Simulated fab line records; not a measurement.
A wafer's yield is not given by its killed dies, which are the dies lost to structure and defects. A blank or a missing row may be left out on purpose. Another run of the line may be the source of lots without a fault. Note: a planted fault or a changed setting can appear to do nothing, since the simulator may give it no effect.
Which tool is to blame? :: flow sky130 :: 14 lots, 42 wafers sampled, at 4 steps of a route of 708

## WHAT THE GAUGES READ, wafer by wafer
SKY_METAL1_OVL_MEAS_16. Usual: METAL1_OVL -1 nm, standard deviation 4.6.
lot: L329
measured: day 32 08:44
on: overlay-02
METAL1_OVL (nm): -3 1 -2
flag: 

lot: L330
measured: day 32 13:50
on: overlay-02
METAL1_OVL (nm): -7 -5 -4
flag: 

lot: L331
measured: day 33 02:50
on: overlay-02
METAL1_OVL (nm): -4 -2 0
flag: 

lot: L332
measured: day 33 09:49
on: overlay-02
METAL1_OVL (nm): -6 -3 5
flag: 

lot: L333
measured: day 34 12:59
on: overlay-02
METAL1_OVL (nm): 4 6 4
flag: 

lot: L334
measured: day 34 20:52
on: overlay-02
METAL1_OVL (nm): 0 5 0
flag: 

lot: L335
measured: day 35 02:08
on: overlay-02
METAL1_OVL (nm): -7 -5 -3
flag: 

lot: L336
measured: day 35 02:34
on: overlay-02
METAL1_OVL (nm): 1 2 0
flag: 

lot: L337
measured: day 35 07:08
on: overlay-02
METAL1_OVL (nm): -4 3 -1
flag: 

lot: L338
measured: day 35 17:19
on: overlay-02
METAL1_OVL (nm): 3 -3 1
flag: 

lot: L339
measured: day 36 00:15
on: overlay-02
METAL1_OVL (nm): -7 -8 -9
flag: 

lot: L343
measured: day 37 00:52
on: overlay-01
METAL1_OVL (nm): -4 -3 2
flag: 

lot: L347
measured: day 38 01:39
on: overlay-02
METAL1_OVL (nm): -2 0 -12
flag: 

lot: L352
measured: day 39 21:25
on: overlay-01
METAL1_OVL (nm): -11 5 1
flag: 

## EACH LOT AND THE TOOL THAT RAN IT (in order: tool; ch and the chambers of the sampled wafers; start)
lot: L329
SKY_LDD_N_IMPLANT_10: implanter-02 ch 0, day 17 05:57
SKY_LOCAL_INTERCONNECT_SPUTTER_00: pvd sputter-03, day 28 18:36
SKY_METAL1_SPUTTER_03: pvd sputter-02, day 31 04:43

lot: L330
SKY_LDD_N_IMPLANT_10: implanter-01 ch 0, day 17 16:08
SKY_LOCAL_INTERCONNECT_SPUTTER_00: pvd sputter-02, day 29 02:10
SKY_METAL1_SPUTTER_03: pvd sputter-02, day 31 11:02

lot: L331
SKY_LDD_N_IMPLANT_10: implanter-03 ch 0, day 18 04:41
SKY_LOCAL_INTERCONNECT_SPUTTER_00: pvd sputter-02, day 29 13:29
SKY_METAL1_SPUTTER_03: pvd sputter-04, day 31 23:08

lot: L332
SKY_LDD_N_IMPLANT_10: implanter-02 ch 0, day 18 13:34
SKY_LOCAL_INTERCONNECT_SPUTTER_00: pvd sputter-01, day 29 21:40
SKY_METAL1_SPUTTER_03: pvd sputter-03, day 32 06:02

lot: L333
SKY_LDD_N_IMPLANT_10: implanter-03 ch 0, day 19 20:08
SKY_LOCAL_INTERCONNECT_SPUTTER_00: pvd sputter-02, day 31 01:07
SKY_METAL1_SPUTTER_03: pvd sputter-03, day 33 09:45

lot: L334
SKY_LDD_N_IMPLANT_10: implanter-02 ch 0, day 20 03:25
SKY_LOCAL_INTERCONNECT_SPUTTER_00: pvd sputter-03, day 31 08:22
SKY_METAL1_SPUTTER_03: pvd sputter-02, day 33 18:23

lot: L335
SKY_LDD_N_IMPLANT_10: implanter-03 ch 0, day 20 04:41
SKY_LOCAL_INTERCONNECT_SPUTTER_00: pvd sputter-03, day 31 09:44
SKY_METAL1_SPUTTER_03: pvd sputter-04, day 33 19:41

lot: L336
SKY_LDD_N_IMPLANT_10: implanter-01 ch 0, day 20 10:05
SKY_LOCAL_INTERCONNECT_SPUTTER_00: pvd sputter-02, day 31 14:01
SKY_METAL1_SPUTTER_03: pvd sputter-04, day 33 22:55

lot: L337
SKY_LDD_N_IMPLANT_10: implanter-01 ch 0, day 20 14:53
SKY_LOCAL_INTERCONNECT_SPUTTER_00: pvd sputter-01, day 31 19:26
SKY_METAL1_SPUTTER_03: pvd sputter-02, day 34 04:37

lot: L338
SKY_LDD_N_IMPLANT_10: implanter-01 ch 0, day 21 06:51
SKY_LOCAL_INTERCONNECT_SPUTTER_00: pvd sputter-02, day 32 05:54
SKY_METAL1_SPUTTER_03: pvd sputter-02, day 34 15:20

lot: L339
SKY_LDD_N_IMPLANT_10: implanter-01 ch 0, day 21 12:39
SKY_LOCAL_INTERCONNECT_SPUTTER_00: pvd sputter-03, day 32 13:28
SKY_METAL1_SPUTTER_03: pvd sputter-02, day 34 22:10

lot: L343
SKY_LDD_N_IMPLANT_10: implanter-01 ch 0, day 22 16:27
SKY_LOCAL_INTERCONNECT_SPUTTER_00: pvd sputter-03, day 33 15:17
SKY_METAL1_SPUTTER_03: pvd sputter-03, day 35 23:41

lot: L347
SKY_LDD_N_IMPLANT_10: implanter-01 ch 0, day 24 00:30
SKY_LOCAL_INTERCONNECT_SPUTTER_00: pvd sputter-03, day 34 18:38
SKY_METAL1_SPUTTER_03: pvd sputter-04, day 37 00:09

lot: L352
SKY_LDD_N_IMPLANT_10: implanter-02 ch 0, day 26 02:16
SKY_LOCAL_INTERCONNECT_SPUTTER_00: pvd sputter-02, day 36 14:07
SKY_METAL1_SPUTTER_03: pvd sputter-02, day 38 20:12
- SKY_LDD_N_IMPLANT_10
- SKY_LOCAL_INTERCONNECT_SPUTTER_00: material TiN, target thk 100 nm, time 83.3 s.
- SKY_METAL1_SPUTTER_03: material Ti, target thk 5 nm, time 3.3 s.

## WHAT THE TOOLS THEMSELVES READ (means of the sampled wafers that have a number; where no wafer has one, the mark that the record gives instead)
SKY_LDD_N_IMPLANT_10. Usual: beam energy keV reads 20.000 (standard deviation 0.0066).
lot: L329
tool: implanter-02
beam energy keV: 19.996
flag: 

lot: L330
tool: implanter-01
beam energy keV: 19.998
flag: 

lot: L331
tool: implanter-03
beam energy keV: 19.999
flag: 

lot: L332
tool: implanter-02
beam energy keV: 20.000
flag: 

lot: L333
tool: implanter-03
beam energy keV: 19.990
flag: 

lot: L334
tool: implanter-02
beam energy keV: 19.999
flag: 

lot: L335
tool: implanter-03
beam energy keV: 20.003
flag: 

lot: L336
tool: implanter-01
beam energy keV: 19.994
flag: 

lot: L337
tool: implanter-01
beam energy keV: 20.010
flag: 

lot: L338
tool: implanter-01
beam energy keV: 20.000
flag: 

lot: L339
tool: implanter-01
beam energy keV: 20.005
flag: 

lot: L343
tool: implanter-01
beam energy keV: 20.474
flag: OFF

lot: L347
tool: implanter-01
beam energy keV: 20.485
flag: OFF

lot: L352
tool: implanter-02
beam energy keV: 20.001
flag: 

SKY_LOCAL_INTERCONNECT_SPUTTER_00. Usual: throttle valve pct reads 29.5 % (standard deviation 0.72).
lot: L329
tool: pvd sputter-03
throttle valve pct (%): 29.4
flag: 

lot: L330
tool: pvd sputter-02
throttle valve pct (%): 30.1
flag: 

lot: L331
tool: pvd sputter-02
throttle valve pct (%): 30.0
flag: 

lot: L332
tool: pvd sputter-01
throttle valve pct (%): 28.7
flag: 

lot: L333
tool: pvd sputter-02
throttle valve pct (%): 28.8
flag: 

lot: L334
tool: pvd sputter-03
throttle valve pct (%): 29.3
flag: 

lot: L335
tool: pvd sputter-03
throttle valve pct (%): 29.7
flag: 

lot: L336
tool: pvd sputter-02
throttle valve pct (%): 29.1
flag: 

lot: L337
tool: pvd sputter-01
throttle valve pct (%): 28.9
flag: 

lot: L338
tool: pvd sputter-02
throttle valve pct (%): 30.8
flag: 

lot: L339
tool: pvd sputter-03
throttle valve pct (%): 29.8
flag: 

lot: L343
tool: pvd sputter-03
throttle valve pct (%): 29.6
flag: 

lot: L347
tool: pvd sputter-03
throttle valve pct (%): 29.3
flag: 

lot: L352
tool: pvd sputter-02
throttle valve pct (%): 30.7
flag: 

SKY_METAL1_SPUTTER_03. Usual: throttle valve pct reads 30.0 % (standard deviation 0.94).
lot: L329
tool: pvd sputter-02
throttle valve pct (%): 29.5
flag: 

lot: L330
tool: pvd sputter-02
throttle valve pct (%): 30.3
flag: 

lot: L331
tool: pvd sputter-04
throttle valve pct (%): 30.9
flag: 

lot: L332
tool: pvd sputter-03
throttle valve pct (%): 29.4
flag: 

lot: L333
tool: pvd sputter-03
throttle valve pct (%): 29.4
flag: 

lot: L334
tool: pvd sputter-02
throttle valve pct (%): 30.8
flag: 

lot: L335
tool: pvd sputter-04
throttle valve pct (%): 30.8
flag: 

lot: L336
tool: pvd sputter-04
throttle valve pct (%): 30.1
flag: 

lot: L337
tool: pvd sputter-02
throttle valve pct (%): 29.8
flag: 

lot: L338
tool: pvd sputter-02
throttle valve pct (%): 30.2
flag: 

lot: L339
tool: pvd sputter-02
throttle valve pct (%): 29.5
flag: 

lot: L343
tool: pvd sputter-03
throttle valve pct (%): 29.4
flag: 

lot: L347
tool: pvd sputter-04
throttle valve pct (%): 30.5
flag: 

lot: L352
tool: pvd sputter-02
throttle valve pct (%): 29.4
flag: 

## THE ANSWER, worked out from the rows above alone
Rule: take the mean of a lot's wafers that have a number; if it is more than 3 standard deviations from the usual mean, the lot is off. Also off: a lot with no number at a reading for which 4 or more lots have one. All remaining lots with rows at the step are treated as sound. The gauges are gone through in route order, then the tools' own readings, and for those a lot's mean is taken as printed above. At the first step where some lot is off, the reading lying furthest off is the one used; lots without a number count as furthest.
Off: L343, L347, at SKY_LDD_N_IMPLANT_10 (beam energy keV).
If a tool, at that step or one of the process steps before it, ran each lot that is off and ran no sound lot following the first of them, it fits. One candidate fits, namely implanter-01 at SKY_LDD_N_IMPLANT_10. A fault onset in the window from L339 (day 21 12:39, its last sound lot) to L343 (day 22 16:27, its first lot off) fits.
On the lots that are off, the tool's own readings at SKY_LDD_N_IMPLANT_10 differ by more than 5 times the standard deviation of the sound lots' means, which bears it out; beam energy keV reads 20.480 there versus 20.000 on the sound lots.

## WHAT THE SIMULATOR PUT IN
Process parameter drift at SKY_LDD_N_IMPLANT_10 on implanter-01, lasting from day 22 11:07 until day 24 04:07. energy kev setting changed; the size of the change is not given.
Shown lots that were struck: L343, L347. The rule above reached the same finding.
